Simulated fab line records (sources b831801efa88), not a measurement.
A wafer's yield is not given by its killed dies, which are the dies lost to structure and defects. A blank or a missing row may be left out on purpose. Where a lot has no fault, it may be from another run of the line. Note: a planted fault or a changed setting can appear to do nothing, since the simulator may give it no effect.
fab line records	flow gf180mcu	part 1 of 2: steps 1 to 31 of 41
record lots=5	wafers=15	lastDay=33
route steps=602 shown VT_IMPLANT@101 MVSD@136 NWELL@137 LVPWELL@138 MVPSD@139 DUAL_GATE@141
lots untouched by any fault: they come from a run of this same line in which no faults occurred
startH: start of the lot's first displayed wafer, in hours after the record's first day	waitH: how many hours have passed since the lot's step before this one	" same as the row above	L1.1+2: one row covering several wafers at once	- no value present, or no start provided	* or withheld: withheld	< > ~ a bound
route shown NAME@n: names a module that has steps shown in the file, with the first one's number in the route	usual: average and standard deviation across the fault-free wafers	same: alike in all rows	chamber/n: place in a boat	sites: per-site readings	_std_site: standard deviation of those values	_edge_site: outer sites' mean less inner sites'	radiusMm: how far each site lies from the wafer's centre	mask NAME#n: copy n	behind: the most recent tool/chamber to have shaped the wafer	hold: why the lot went on hold/how many hours it stayed there/how the hold came to an end	device: which transistor (n, p or np) failed to switch	end of line: the route-end tests of the same wafers	for a step that has no rows: nothing shown but its recipe	killed: dies that structure and defects cost at the first sort, which is not the same as the wafer's yield	map: shows each die of a wafer: x if killed, . if not, _ if none is there
set.NAME: the run value of the setting; set.NAME@STEP: its run value at that earlier step	model.NAME: the simulator's own value behind a step, which no gauge read
lots at some steps of the route; a table a step, a row a wafer
services: from which hour (startH, from the record's first day; less than 0 if before it) a tool's chamber was out of use, for how many hours, and why
## steps
# step GF_VT_IMPLANT_DEHYDRATE_11
# recipe tempC=200	timeS=60
# usual plateTempC=199.97/0.17
lot.wafer	tool	chamber	startH	waitH	plateTempC
L078.3	lithoTrack-04	0	145.95	7.0	199.91
L078.4	"	0	"	"	199.80
L078.6	"	0	"	"	200.00
L079.1	lithoTrack-04	0	148.90	7.5	199.65
L079.2	"	0	"	"	199.77
L079.4	"	0	"	"	199.94
L083.1	lithoTrack-03	0	173.00	7.4	200.16
L083.2	"	0	"	"	200.23
L083.3	"	0	"	"	199.72
L085.2	lithoTrack-02	0	186.03	7.5	199.96
L085.3	"	0	"	"	200.06
L085.5	"	0	"	"	200.06
L092.1	lithoTrack-02	0	240.31	7.6	200.00
L092.2	"	0	"	"	199.90
L092.4	"	0	"	"	199.84
# step GF_VT_IMPLANT_HMDS_12
# recipe primeTimeS=60	primeTempC=120
lot.wafer	tool	chamber	startH	waitH
L078.3+4+6	lithoTrack-04	0	146.10	0.1
L079.1+2+4	lithoTrack-04	0	149.05	0.1
L083.1+2+3	lithoTrack-03	0	173.15	0.1
L085.2+3+5	lithoTrack-02	0	186.18	0.1
L092.1+2+4	lithoTrack-02	0	240.46	0.1
# step GF_VT_IMPLANT_COAT_13
# recipe resist=NOVOLAK	spinRpm=3000	resistThkNm=1000
# usual dispensePressureKPa=47.2/2.3
lot.wafer	tool	chamber	startH	waitH	dispensePressureKPa
L078.3	lithoTrack-04	0	146.25	0.1	45.1
L078.4	"	0	"	"	45.1
L078.6	"	0	"	"	45.1
L079.1	lithoTrack-04	0	149.20	0.1	45.1
L079.2	"	0	"	"	45.1
L079.4	"	0	"	"	45.1
L083.1	lithoTrack-03	0	173.30	0.1	45.4
L083.2	"	0	"	"	45.4
L083.3	"	0	"	"	45.4
L085.2	lithoTrack-02	0	186.33	0.1	50.0
L085.3	"	0	"	"	50.0
L085.5	"	0	"	"	50.0
L092.1	lithoTrack-02	0	240.61	0.1	50.0
L092.2	"	0	"	"	50.0
L092.4	"	0	"	"	50.0
# step GF_VT_IMPLANT_SOFTBAKE_14
# recipe tempC=90	timeS=60	resist=NOVOLAK
# usual plateTempC=89.98/0.12
lot.wafer	tool	chamber	startH	waitH	plateTempC
L078.3	lithoTrack-04	0	146.40	0.1	90.02
L078.4	"	0	"	"	90.03
L078.6	"	0	"	"	90.14
L079.1	lithoTrack-04	0	149.35	0.1	90.07
L079.2	"	0	"	"	89.86
L079.4	"	0	"	"	89.85
L083.1	lithoTrack-03	0	173.45	0.1	90.15
L083.2	"	0	"	"	89.93
L083.3	"	0	"	"	89.95
L085.2	lithoTrack-02	0	186.48	0.1	89.85
L085.3	"	0	"	"	90.08
L085.5	"	0	"	"	90.11
L092.1	lithoTrack-02	0	240.76	0.1	89.92
L092.2	"	0	"	"	89.86
L092.4	"	0	"	"	89.82
# step GF_VT_IMPLANT_EXPOSE_15
# recipe maskId=Nwell_LV_AREA	targetCdNm=860	na=0.6	sourceShape=conventional	sigmaOuter=0.6	doseMj=140
lot.wafer	tool	chamber	startH	waitH	mask
L078.3+4+6	ilineStepper-02	0	-	-	Nwell_LV_AREA#0
L079.1+2+4	ilineStepper-01	0	-	-	Nwell_LV_AREA#0
L083.1+2+3	ilineStepper-02	0	-	-	Nwell_LV_AREA#0
L085.2+3+5	ilineStepper-01	0	-	-	Nwell_LV_AREA#0
L092.1+2+4	ilineStepper-02	0	-	-	Nwell_LV_AREA#0
# step GF_VT_IMPLANT_PEB_16
# recipe tempC=withheld	timeS=*	resist=NOVOLAK
lot.wafer	tool	chamber	startH	waitH
L078.3+4+6	lithoTrack-02	0	-	-
L079.1+2+4	lithoTrack-04	0	-	-
L083.1+2+3	lithoTrack-04	0	-	-
L085.2+3+5	lithoTrack-03	0	-	-
L092.1+2+4	lithoTrack-02	0	-	-
# step GF_VT_IMPLANT_DEVELOP_17
# recipe developTimeS=60	devTempC=23
lot.wafer	tool	chamber	startH	waitH
L078.3+4+6	lithoTrack-02	0	154.41	0.1
L079.1+2+4	lithoTrack-04	0	157.35	0.1
L083.1+2+3	lithoTrack-04	0	181.20	0.1
L085.2+3+5	lithoTrack-03	0	195.67	0.1
L092.1+2+4	lithoTrack-02	0	250.21	0.1
# step GF_VT_IMPLANT_OVL_MEAS_18
# usual VT_IMPLANT_01_OVL=0.9/1.4
lot.wafer	tool	chamber	startH	waitH	VT_IMPLANT_01_OVL[nm]
L078.3	overlay-01	-	154.52	0.1	-0.2
L078.4	"	-	"	"	-0.1
L078.6	"	-	"	"	0.3
L079.1	overlay-02	-	157.50	0.1	3.6
L079.2	"	-	"	"	2.9
L079.4	"	-	"	"	4.0
L083.1	overlay-01	-	181.35	0.1	0.1
L083.2	"	-	"	"	-0.1
L083.3	"	-	"	"	0.2
L085.2	overlay-01	-	195.80	0.1	1.7
L085.3	"	-	"	"	3.0
L085.5	"	-	"	"	-0.1
L092.1	overlay-01	-	250.36	0.1	0.5
L092.2	"	-	"	"	2.3
L092.4	"	-	"	"	-1.1
# step GF_VT_IMPLANT_IMPLANT_19
# recipe species=As	energyKev=98.32	doseCm2=4.35e+12	tiltDeg=7
lot.wafer	tool	chamber	startH	waitH
L078.3+4+6	implanter-03	0	154.59	0.1
L079.1+2+4	implanter-02	0	157.54	0.0
L083.1+2+3	implanter-03	0	181.39	0.0
L085.2+3+5	implanter-01	0	195.86	0.0
L092.1+2+4	implanter-03	0	250.39	0.0
# step GF_VT_IMPLANT_STRIP_20
# recipe chemistry=O2/N2	powerW=1400	pressureMtorr=1500	platenTempC=250	o2FlowSccm=3000	n2FlowSccm=300	overashFraction=0.5
# usual drypumpMotorCurrentA=5.7/0.4	heaterPowerW=346/50	o2FlowSccm=3000/8.1	oesProductAu=0.716/0.0049	platenTempC=250.00/0.17	stripTimeToEndpointS=12.64/0.039
lot.wafer	tool	chamber	startH	waitH	drypumpMotorCurrentA	heaterPowerW	o2FlowSccm	oesProductAu	platenTempC	rfHoursCounterH	stripTimeToEndpointS
L078.3	plasmaAsher-04	1	154.73	0.1	5.6	333	3003	0.708	249.99	-	12.63
L078.4	"	0	"	"	6.1	367	2986	0.718	249.73	-	12.64
L078.6	"	0	"	"	6.1	378	2991	0.712	250.00	-	12.61
L079.1	plasmaAsher-02	0	157.69	0.1	6.0	332	3003	0.718	249.94	53	12.65
L079.2	"	1	"	"	6.0	448	3000	0.708	250.11	53	12.68
L079.4	"	0	"	"	6.0	328	3003	0.715	249.80	-	12.65
L083.1	plasmaAsher-01	1	181.54	0.1	5.4	310	3005	0.715	250.21	50	12.66
L083.2	"	0	"	"	4.9	293	3005	0.710	249.95	50	12.68
L083.3	"	0	"	"	5.0	298	3009	0.718	250.03	-	12.67
L085.2	plasmaAsher-01	1	195.98	0.1	5.4	310	3007	0.714	249.98	51	12.59
L085.3	"	0	"	"	4.9	298	3007	0.719	250.16	-	12.60
L085.5	"	1	"	"	5.4	311	2989	0.715	249.92	-	12.61
L092.1	plasmaAsher-02	1	250.54	0.1	6.0	442	2993	0.707	250.26	63	12.66
L092.2	"	0	"	"	6.0	324	2987	0.715	249.84	63	12.64
L092.4	"	0	"	"	6.0	334	2990	0.719	250.06	-	12.65
# step GF_VT_IMPLANT_TW_MEAS_21
# usual VT_IMPLANT_2_TW=1205/11
lot.wafer	tool	chamber	startH	waitH	VT_IMPLANT_2_TW
L078.3	filmMetro-02	-	154.81	0.1	1199
L078.4	"	-	"	"	1198
L078.6	"	-	"	"	1198
L079.1	filmMetro-03	-	157.79	0.1	1200
L079.2	"	-	"	"	1203
L079.4	"	-	"	"	1200
L083.1	filmMetro-03	-	181.64	0.1	1200
L083.2	"	-	"	"	1208
L083.3	"	-	"	"	1198
L085.2	filmMetro-02	-	196.09	0.1	1193
L085.3	"	-	"	"	1190
L085.5	"	-	"	"	1192
L092.1	filmMetro-02	-	250.66	0.1	1193
L092.2	"	-	"	"	1191
L092.4	"	-	"	"	1194
# step GF_VT_IMPLANT_DEHYDRATE_22
# recipe tempC=200	timeS=60
# usual plateTempC=199.99/0.19
lot.wafer	tool	chamber	startH	waitH	plateTempC
L078.3	lithoTrack-02	0	162.26	7.4	199.94
L078.4	"	0	"	"	200.10
L078.6	"	0	"	"	199.80
L079.1	lithoTrack-03	0	165.15	7.4	199.62
L079.2	"	0	"	"	199.69
L079.4	"	0	"	"	199.97
L083.1	lithoTrack-02	0	189.41	7.8	199.87
L083.2	"	0	"	"	199.96
L083.3	"	0	"	"	199.72
L085.2	lithoTrack-04	0	203.38	7.3	199.76
L085.3	"	0	"	"	199.65
L085.5	"	0	"	"	199.70
L092.1	lithoTrack-03	0	259.05	8.4	199.87
L092.2	"	0	"	"	200.08
L092.4	"	0	"	"	199.89
# step GF_VT_IMPLANT_HMDS_23
# recipe primeTimeS=60	primeTempC=120
lot.wafer	tool	chamber	startH	waitH
L078.3+4+6	lithoTrack-02	0	162.41	0.1
L079.1+2+4	lithoTrack-03	0	165.30	0.1
L083.1+2+3	lithoTrack-02	0	189.56	0.1
L085.2+3+5	lithoTrack-04	0	203.53	0.1
L092.1+2+4	lithoTrack-03	0	259.20	0.1
# step GF_VT_IMPLANT_COAT_24
# recipe resist=NOVOLAK	spinRpm=3000	resistThkNm=1000
# usual dispensePressureKPa=46.7/2.1
lot.wafer	tool	chamber	startH	waitH	dispensePressureKPa
L078.3	lithoTrack-02	0	162.56	0.1	50.0
L078.4	"	0	"	"	50.0
L078.6	"	0	"	"	50.0
L079.1	lithoTrack-03	0	165.45	0.1	45.4
L079.2	"	0	"	"	45.4
L079.4	"	0	"	"	45.3
L083.1	lithoTrack-02	0	189.71	0.1	50.0
L083.2	"	0	"	"	50.0
L083.3	"	0	"	"	50.0
L085.2	lithoTrack-04	0	203.68	0.1	45.1
L085.3	"	0	"	"	45.1
L085.5	"	0	"	"	45.2
L092.1	lithoTrack-03	0	259.35	0.1	45.4
L092.2	"	0	"	"	45.4
L092.4	"	0	"	"	45.4
# step GF_VT_IMPLANT_SOFTBAKE_25
# recipe tempC=90	timeS=60	resist=NOVOLAK
# usual plateTempC=89.99/0.12
lot.wafer	tool	chamber	startH	waitH	plateTempC
L078.3	lithoTrack-02	0	162.71	0.1	90.04
L078.4	"	0	"	"	90.09
L078.6	"	0	"	"	89.98
L079.1	lithoTrack-03	0	165.60	0.1	90.00
L079.2	"	0	"	"	90.18
L079.4	"	0	"	"	90.01
L083.1	lithoTrack-02	0	189.86	0.1	89.96
L083.2	"	0	"	"	90.06
L083.3	"	0	"	"	89.91
L085.2	lithoTrack-04	0	203.83	0.1	89.99
L085.3	"	0	"	"	89.95
L085.5	"	0	"	"	90.05
L092.1	lithoTrack-03	0	259.50	0.1	90.08
L092.2	"	0	"	"	89.96
L092.4	"	0	"	"	90.15
# step GF_VT_IMPLANT_EXPOSE_26
# recipe maskId=LVPWELL_HV_AREA	targetCdNm=860	na=0.6	sourceShape=conventional	sigmaOuter=0.6	doseMj=140
lot.wafer	tool	chamber	startH	waitH	mask
L078.3+4+6	ilineStepper-02	0	-	-	LVPWELL_HV_AREA#0
L079.1+2+4	ilineStepper-01	0	-	-	LVPWELL_HV_AREA#0
L083.1+2+3	ilineStepper-01	0	-	-	LVPWELL_HV_AREA#0
L085.2+3+5	ilineStepper-02	0	-	-	LVPWELL_HV_AREA#0
L092.1+2+4	ilineStepper-02	0	-	-	LVPWELL_HV_AREA#0
# step GF_VT_IMPLANT_PEB_27
# recipe tempC=withheld	timeS=*	resist=NOVOLAK
lot.wafer	tool	chamber	startH	waitH
L078.3+4+6	lithoTrack-02	0	-	-
L079.1+2+4	lithoTrack-02	0	-	-
L083.1+2+3	lithoTrack-03	0	-	-
L085.2+3+5	lithoTrack-04	0	-	-
L092.1+2+4	lithoTrack-03	0	-	-
# step GF_VT_IMPLANT_DEVELOP_28
# recipe developTimeS=60	devTempC=23
lot.wafer	tool	chamber	startH	waitH
L078.3+4+6	lithoTrack-02	0	170.66	0.1
L079.1+2+4	lithoTrack-02	0	173.51	0.1
L083.1+2+3	lithoTrack-03	0	198.05	0.1
L085.2+3+5	lithoTrack-04	0	212.78	0.1
L092.1+2+4	lithoTrack-03	0	268.50	0.1
# step GF_VT_IMPLANT_OVL_MEAS_29
# usual VT_IMPLANT_02_OVL=1.8/1.5
lot.wafer	tool	chamber	startH	waitH	VT_IMPLANT_02_OVL[nm]
L078.3	overlay-02	-	170.77	0.1	1.1
L078.4	"	-	"	"	1.6
L078.6	"	-	"	"	1.9
L079.1	overlay-02	-	173.66	0.1	2.6
L079.2	"	-	"	"	2.1
L079.4	"	-	"	"	0.8
L083.1	overlay-02	-	198.20	0.1	3.4
L083.2	"	-	"	"	3.2
L083.3	"	-	"	"	1.8
L085.2	overlay-02	-	212.91	0.1	2.6
L085.3	"	-	"	"	4.1
L085.5	"	-	"	"	2.9
L092.1	overlay-01	-	268.65	0.1	0.9
L092.2	"	-	"	"	1.2
L092.4	"	-	"	"	0.7
# step GF_VT_IMPLANT_IMPLANT_30
# recipe species=B	energyKev=25	doseCm2=2.666e+12	tiltDeg=7
lot.wafer	tool	chamber	startH	waitH
L078.3+4+6	implanter-03	0	170.84	0.1
L079.1+2+4	implanter-03	0	173.69	0.0
L083.1+2+3	implanter-02	0	198.23	0.0
L085.2+3+5	implanter-03	0	212.96	0.0
L092.1+2+4	implanter-02	0	268.68	0.0
# step GF_VT_IMPLANT_STRIP_31
# recipe chemistry=O2/N2	powerW=1400	pressureMtorr=1500	platenTempC=250	o2FlowSccm=3000	n2FlowSccm=300	overashFraction=0.5
# usual drypumpMotorCurrentA=5.7/0.4	heaterPowerW=343/46	o2FlowSccm=2999/10	oesProductAu=0.716/0.0045	platenTempC=250.01/0.17	stripTimeToEndpointS=12.64/0.035
lot.wafer	tool	chamber	startH	waitH	drypumpMotorCurrentA	heaterPowerW	o2FlowSccm	oesProductAu	platenTempC	rfHoursCounterH	stripTimeToEndpointS
L078.3	plasmaAsher-02	1	170.98	0.1	6.0	447	2995	0.718	249.84	-	12.63
L078.4	"	0	"	"	5.9	333	2992	0.718	249.95	-	12.60
L078.6	"	1	"	"	6.0	437	2992	0.723	250.12	-	12.61
L079.1	plasmaAsher-04	1	173.84	0.1	5.6	324	2990	0.721	249.77	36	12.61
L079.2	"	0	"	"	6.1	374	2982	0.714	250.07	36	12.66
L079.4	"	1	"	"	5.6	333	3009	0.711	250.01	-	12.68
L083.1	plasmaAsher-04	0	198.38	0.1	6.1	375	3021	0.722	249.96	39	12.62
L083.2	"	1	"	"	5.6	328	3017	0.712	250.04	39	12.60
L083.3	"	1	"	"	5.6	329	3014	0.710	250.13	-	12.58
L085.2	plasmaAsher-02	0	213.09	0.1	6.0	336	3014	0.718	250.13	59	12.67
L085.3	"	1	"	"	6.0	451	3019	0.720	250.34	-	12.67
L085.5	"	1	"	"	6.0	448	3024	0.707	249.90	-	12.64
L092.1	plasmaAsher-01	1	268.83	0.1	5.4	297	2994	0.712	249.68	59	12.65
L092.2	"	0	"	"	5.0	303	2995	0.714	250.02	59	12.64
L092.4	"	1	"	"	5.4	306	3001	0.711	249.90	-	12.61
# step GF_VT_IMPLANT_TW_MEAS_32
# usual VT_IMPLANT_3_TW=270.9/1.7
lot.wafer	tool	chamber	startH	waitH	VT_IMPLANT_3_TW
L078.3	filmMetro-03	-	171.06	0.1	271.5
L078.4	"	-	"	"	271.9
L078.6	"	-	"	"	272.0
L079.1	filmMetro-03	-	173.94	0.1	271.1
L079.2	"	-	"	"	271.0
L079.4	"	-	"	"	270.7
L083.1	filmMetro-04	-	198.48	0.1	271.6
L083.2	"	-	"	"	271.9
L083.3	"	-	"	"	272.7
L085.2	filmMetro-02	-	213.20	0.1	269.0
L085.3	"	-	"	"	268.8
L085.5	"	-	"	"	269.6
L092.1	filmMetro-02	-	268.93	0.1	270.5
L092.2	"	-	"	"	271.5
L092.4	"	-	"	"	269.7
# step GF_VT_IMPLANT_DEHYDRATE_33
# recipe tempC=200	timeS=60
# usual plateTempC=199.99/0.16
lot.wafer	tool	chamber	startH	waitH	plateTempC
L078.3	lithoTrack-04	0	178.85	7.8	200.06
L078.4	"	0	"	"	200.00
L078.6	"	0	"	"	200.26
L079.1	lithoTrack-04	0	181.35	7.4	200.15
L079.2	"	0	"	"	199.81
L079.4	"	0	"	"	199.88
L083.1	lithoTrack-03	0	206.55	8.1	200.13
L083.2	"	0	"	"	200.05
L083.3	"	0	"	"	200.19
L085.2	lithoTrack-03	0	220.97	7.8	200.00
L085.3	"	0	"	"	200.15
L085.5	"	0	"	"	200.01
L092.1	lithoTrack-02	0	278.11	9.2	200.13
L092.2	"	0	"	"	200.06
L092.4	"	0	"	"	200.11
# step GF_VT_IMPLANT_HMDS_34
# recipe primeTimeS=60	primeTempC=120
lot.wafer	tool	chamber	startH	waitH
L078.3+4+6	lithoTrack-04	0	179.00	0.1
L079.1+2+4	lithoTrack-04	0	181.50	0.1
L083.1+2+3	lithoTrack-03	0	206.70	0.1
L085.2+3+5	lithoTrack-03	0	221.12	0.1
L092.1+2+4	lithoTrack-02	0	278.26	0.1
# step GF_VT_IMPLANT_COAT_35
# recipe resist=NOVOLAK	spinRpm=3000	resistThkNm=1000
# usual dispensePressureKPa=46.9/2.2
lot.wafer	tool	chamber	startH	waitH	dispensePressureKPa
L078.3	lithoTrack-04	0	179.15	0.1	45.2
L078.4	"	0	"	"	45.1
L078.6	"	0	"	"	45.1
L079.1	lithoTrack-04	0	181.65	0.1	45.1
L079.2	"	0	"	"	45.1
L079.4	"	0	"	"	45.2
L083.1	lithoTrack-03	0	206.85	0.1	45.4
L083.2	"	0	"	"	45.4
L083.3	"	0	"	"	45.4
L085.2	lithoTrack-03	0	221.27	0.1	45.4
L085.3	"	0	"	"	45.3
L085.5	"	0	"	"	45.3
L092.1	lithoTrack-02	0	278.41	0.1	50.0
L092.2	"	0	"	"	50.0
L092.4	"	0	"	"	50.1
# step GF_VT_IMPLANT_SOFTBAKE_36
# recipe tempC=90	timeS=60	resist=NOVOLAK
# usual plateTempC=90.02/0.13
lot.wafer	tool	chamber	startH	waitH	plateTempC
L078.3	lithoTrack-04	0	179.30	0.1	90.21
L078.4	"	0	"	"	90.14
L078.6	"	0	"	"	90.07
L079.1	lithoTrack-04	0	181.80	0.1	90.18
L079.2	"	0	"	"	90.09
L079.4	"	0	"	"	90.00
L083.1	lithoTrack-03	0	207.00	0.1	90.19
L083.2	"	0	"	"	90.02
L083.3	"	0	"	"	90.22
L085.2	lithoTrack-03	0	221.42	0.1	90.15
L085.3	"	0	"	"	89.90
L085.5	"	0	"	"	90.02
L092.1	lithoTrack-02	0	278.56	0.1	90.29
L092.2	"	0	"	"	90.15
L092.4	"	0	"	"	89.87
# step GF_VT_IMPLANT_EXPOSE_37
# recipe maskId=Nwell_HV_AREA	targetCdNm=860	na=0.6	sourceShape=conventional	sigmaOuter=0.6	doseMj=140
lot.wafer	tool	chamber	startH	waitH	mask
L078.3+4+6	ilineStepper-01	0	-	-	Nwell_HV_AREA#0
L079.1+2+4	ilineStepper-02	0	-	-	Nwell_HV_AREA#0
L083.1+2+3	ilineStepper-02	0	-	-	Nwell_HV_AREA#0
L085.2+3+5	ilineStepper-02	0	-	-	Nwell_HV_AREA#0
L092.1+2+4	ilineStepper-01	0	-	-	Nwell_HV_AREA#0
# step GF_VT_IMPLANT_PEB_38
# recipe tempC=withheld	timeS=*	resist=NOVOLAK
lot.wafer	tool	chamber	startH	waitH
L078.3+4+6	lithoTrack-03	0	-	-
L079.1+2+4	lithoTrack-02	0	-	-
L083.1+2+3	lithoTrack-03	0	-	-
L085.2+3+5	lithoTrack-02	0	-	-
L092.1+2+4	lithoTrack-02	0	-	-
# step GF_VT_IMPLANT_DEVELOP_39
# recipe developTimeS=60	devTempC=23
lot.wafer	tool	chamber	startH	waitH
L078.3+4+6	lithoTrack-03	0	186.95	0.1
L079.1+2+4	lithoTrack-02	0	190.16	0.1
L083.1+2+3	lithoTrack-03	0	216.20	0.1
L085.2+3+5	lithoTrack-02	0	230.68	0.1
L092.1+2+4	lithoTrack-02	0	287.71	0.1
# step GF_VT_IMPLANT_OVL_MEAS_40
# usual VT_IMPLANT_03_OVL=0.0/1.1
lot.wafer	tool	chamber	startH	waitH	VT_IMPLANT_03_OVL[nm]
L078.3	overlay-02	-	187.06	0.1	1.3
L078.4	"	-	"	"	0.2
L078.6	"	-	"	"	-0.7
L079.1	overlay-02	-	190.31	0.1	-1.2
L079.2	"	-	"	"	0.0
L079.4	"	-	"	"	-0.3
L083.1	overlay-01	-	216.35	0.1	1.6
L083.2	"	-	"	"	-0.2
L083.3	"	-	"	"	1.7
L085.2	overlay-02	-	230.81	0.1	-1.9
L085.3	"	-	"	"	-0.8
L085.5	"	-	"	"	-1.3
L092.1	overlay-02	-	287.86	0.1	0.1
L092.2	"	-	"	"	-1.5
L092.4	"	-	"	"	-1.9
# step GF_VT_IMPLANT_IMPLANT_41
# recipe species=As	energyKev=70	doseCm2=1.013e+12	tiltDeg=7
lot.wafer	tool	chamber	startH	waitH
L078.3+4+6	implanter-03	0	187.13	0.1
L079.1+2+4	implanter-01	0	190.34	0.0
L083.1+2+3	implanter-03	0	216.38	0.0
L085.2+3+5	implanter-02	0	230.87	0.0
L092.1+2+4	implanter-03	0	287.89	0.0
